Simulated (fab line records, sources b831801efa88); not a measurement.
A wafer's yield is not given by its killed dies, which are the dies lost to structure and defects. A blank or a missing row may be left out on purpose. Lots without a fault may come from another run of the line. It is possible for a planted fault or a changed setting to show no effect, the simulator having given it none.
Check of tool commonality    flow sky130    12 lots, 42 wafers sampled

THE REASON FOR OPENING IT
Of 12 lots, 2 have the reading LDD_HVP_TW flagged at SKY_LDD_HVP_TW_MEAS_10. Fault-free wafers read 455, with a standard deviation of 7.
Rule: a lot gets a flag if all its wafers with a number sit over 4 standard deviations from that mean, or if no wafer of it has a number. The rest of the lots are taken to be sound.

lot   measured      on             LDD_HVP_TW, wafer by wafer     flag
L610  day 21 11:47  film metro-03  466 467 465                    
L613  day 22 15:43  film metro-02  449 447 453                    
L614  day 22 23:27  film metro-04  458 456 451                    
L615  day 23 12:02  film metro-03  465 465 466                    
L616  day 23 13:14  film metro-02  448 446 448                    
L618  day 24 21:55  film metro-04  452 449 451                    
L619  day 25 03:13  film metro-03  466 463 462                    
L620  day 25 09:17  film metro-03  462 461 463                    
L628  day 27 21:22  film metro-03  1465 1469 1461 1472 1473 1470  FLAGGED
L630  day 28 19:53  film metro-04  1449 1445 1448 1450 1438 1446  FLAGGED
L631  day 29 01:18  film metro-04  451 453 451                    
L633  day 29 13:23  film metro-03  461 461 460                    
On average the flagged lots read 1457, which is +1002 against the usual, or +99 or more standard deviations.

WHICH TOOL RAN EACH LOT
The record holds 2 process steps before the reading, out of a route of 708 steps. Every cell lists first the tool, next ch and the chambers used by the sampled wafers, and last the start.
lot   flag     SKY_LDD_HVN_COAT_02                SKY_LDD_HVN_STRIP_09
L610           litho track-01 ch 0, day 19 12:29  plasma asher-04 ch 0,1, day 20 04:14
L613           litho track-01 ch 0, day 20 17:45  plasma asher-04 ch 0,1, day 21 09:39
L614           litho track-01 ch 0, day 21 00:38  plasma asher-03 ch 0,1, day 21 16:38
L615           litho track-04 ch 0, day 21 14:32  plasma asher-02 ch 0,1, day 22 06:08
L616           litho track-01 ch 0, day 21 15:39  plasma asher-04 ch 0,1, day 22 07:16
L618           litho track-01 ch 0, day 23 01:00  plasma asher-04 ch 0,1, day 23 16:27
L619           litho track-01 ch 0, day 23 06:54  plasma asher-03 ch 0,1, day 23 22:11
L620           litho track-04 ch 0, day 23 12:23  plasma asher-02 ch 0,1, day 24 03:48
L628  FLAGGED  litho track-04, day 26 01:16       plasma asher-03 ch 0,1, day 26 16:27
L630  FLAGGED  litho track-01, day 27 00:54       plasma asher-04 ch 0,1, day 27 15:10
L631           litho track-02 ch 0, day 27 05:53  plasma asher-03 ch 0,1, day 27 19:56
L633           litho track-02 ch 0, day 27 18:11  plasma asher-04 ch 0,1, day 28 08:31
What is done by these steps:
- SKY_LDD_HVN_COAT_02: resist thk 300 nm.
- SKY_LDD_HVN_STRIP_09: strips in O2/N2.
- SKY_LDD_HVP_TW_MEAS_10

FLAGGED OVER TOTAL, TOOL BY TOOL (the gauges that took the reading come last)
step                    tool             lots run  flagged  share of the flagged lots  sound lots run after its first flagged lot
SKY_LDD_HVN_COAT_02     litho track-01   7         1        some                       0
SKY_LDD_HVN_COAT_02     litho track-02   2         0        none                       -
SKY_LDD_HVN_COAT_02     litho track-04   3         1        some                       0
SKY_LDD_HVN_STRIP_09    plasma asher-02  2         0        none                       -
SKY_LDD_HVN_STRIP_09    plasma asher-03  4         1        some                       1 (L631)
SKY_LDD_HVN_STRIP_09    plasma asher-04  6         1        some                       1 (L633)
SKY_LDD_HVP_TW_MEAS_10  film metro-02    2         0        none                       -
SKY_LDD_HVP_TW_MEAS_10  film metro-03    6         1        some                       1 (L633)
SKY_LDD_HVP_TW_MEAS_10  film metro-04    4         1        some                       1 (L631)

WHAT IS ALLOWED BY THE TABLE
No row of the table ran every flagged lot.

WHAT THE SIMULATOR HAD INSERTED
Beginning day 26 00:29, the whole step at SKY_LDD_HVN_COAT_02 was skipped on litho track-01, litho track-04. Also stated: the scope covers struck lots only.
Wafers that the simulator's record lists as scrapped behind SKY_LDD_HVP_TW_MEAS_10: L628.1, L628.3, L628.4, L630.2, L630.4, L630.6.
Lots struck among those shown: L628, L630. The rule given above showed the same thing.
